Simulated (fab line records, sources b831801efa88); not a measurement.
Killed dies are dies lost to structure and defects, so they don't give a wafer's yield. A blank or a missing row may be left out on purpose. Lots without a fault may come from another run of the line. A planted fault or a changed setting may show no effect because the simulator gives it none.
Problem report in the 8D (eight disciplines) form, filled by code | flow sky130 | the parts of the form that need people (team, actions taken, sign-off) are left out

1. THE PROBLEM
CAPM_TIN_RS at SKY_CAPM_RS_MEAS_03 reads a mean of 4.40 ohm/sq on 1 wafer of 1 lot; wafers without a fault read 6.92 ohm/sq with a standard deviation of 0.11. That is -23 standard deviations from the usual mean.
The step: measures by four-point-probe.
First seen on wafer L465.4, day 42 02:45, on film_metro-01. The record holds 33 wafers of 11 lots with a number at this step. Rule for "out", or "out of limits": more than 4 standard deviations from the usual mean. The other wafers with a number count as sound.

2. WHAT IT IS AND WHAT IT IS NOT
question                    | is                | is not
which readings at this step | CAPM_TIN_RS       | -
which lots                  | L465              | L450, L453, L455, L456, L457, L458, L461, L462, L463, L464
which wafers of those lots  | L465.4            | L465.3, L465.5
read on which gauges        | film_metro-01     | film_metro-02, film_metro-03
when                        | from day 42 02:45 | up to then (32 sound wafers)

3. SUSPECTS, AND WHAT RULES EACH OUT
Counting: a tool at a process step up to the reading stays a suspect if it ran every lot that is out. Sound lots after the first of them don't rule it out here, since some wafers of a struck lot are sound.
- the gauge at SKY_CAPM_RS_MEAS_03: ruled out. All the wafers that are out were read on film_metro-01, but those of them that SKY_CAPM_METAL_ETCH_13 has rows for are out there too, on other tools.
- pvd_sputter-02 at SKY_VIA2_SPUTTER_20 (material TiN, target thk 20 nm, time 80 s): kept. It ran the lot that is out, L465 (day 42 01:34); its last sound lot up to then is L463 (day 41 10:20).
- pvd_sputter-04 at SKY_CAPM_SPUTTER_02 (material TiN, target thk 200 nm, time 166.7 s): kept. It ran the lot that is out, L465 (day 42 02:36); its last sound lot up to then is L464 (day 41 23:49).
Left after counting: pvd_sputter-02 at SKY_VIA2_SPUTTER_20, pvd_sputter-04 at SKY_CAPM_SPUTTER_02.

4. THE CAUSE (what the simulator had put in)
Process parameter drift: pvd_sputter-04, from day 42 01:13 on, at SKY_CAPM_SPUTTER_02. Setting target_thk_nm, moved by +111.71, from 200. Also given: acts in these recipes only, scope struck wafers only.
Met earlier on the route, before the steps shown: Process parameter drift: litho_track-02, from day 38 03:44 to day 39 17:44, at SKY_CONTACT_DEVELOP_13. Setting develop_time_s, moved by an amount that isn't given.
Counting left 2 suspects, and this tool is among them.

5. THE CHAIN OF EFFECTS, in route order
Each row: a reading whose mean over the struck wafers that have a number lies more than 3 standard deviations from the usual. Only readings for which the record gives a usual standard deviation are gone through. hours: the time from each lot's start at the first step in this table that gives one to its start at this step, as a median over the lots. sigmas: the change in usual standard deviations.
hours | step                   | reading            | usual       | on struck wafers | change | sigmas
0     | SKY_CAPM_RS_MEAS_03    | CAPM_TIN_RS        | 6.92 ohm/sq | 4.40             | -2.52  | -23
0     | SKY_CAPM_THK_MEAS_04   | CAPM_TIN_THK       | 201 nm      | 309              | +108   | +34
24    | SKY_CAPM_METAL_ETCH_13 | oes_product_au     | 0.940 a.u.  | 1.013            | +0.073 | +7.7
24    | SKY_CAPM_METAL_ETCH_13 | throttle_valve_pct | 21.902 %    | 21.864           | -0.038 | -4.2
The process steps in it:
- SKY_CAPM_METAL_ETCH_13: etches TiN in Cl2/BCl3, stops on SiO2, target depth 220 nm, time 62.9 s.
Later measuring or inspecting steps at which every struck wafer that the step has a row for has a number for every such reading, and none has moved that far: SKY_CAPM_OVL_MEAS_12.

6. WHAT WOULD HAVE CAUGHT IT SOONER
In this record the first reading out of limits at a measuring or inspecting step was taken at day 42 02:45, 2 hours after the fault began at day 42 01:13.
Of the tool readings at SKY_CAPM_SPUTTER_02 for which the record gives a usual standard deviation, none was out on any struck wafer, so an alarm limit of 4 standard deviations on them would not have fired.
All the lots that are out (1) had begun SKY_CAPM_SPUTTER_02 on pvd_sputter-04 by day 42 02:45. A hold on the tool at that time would have spared none of them.
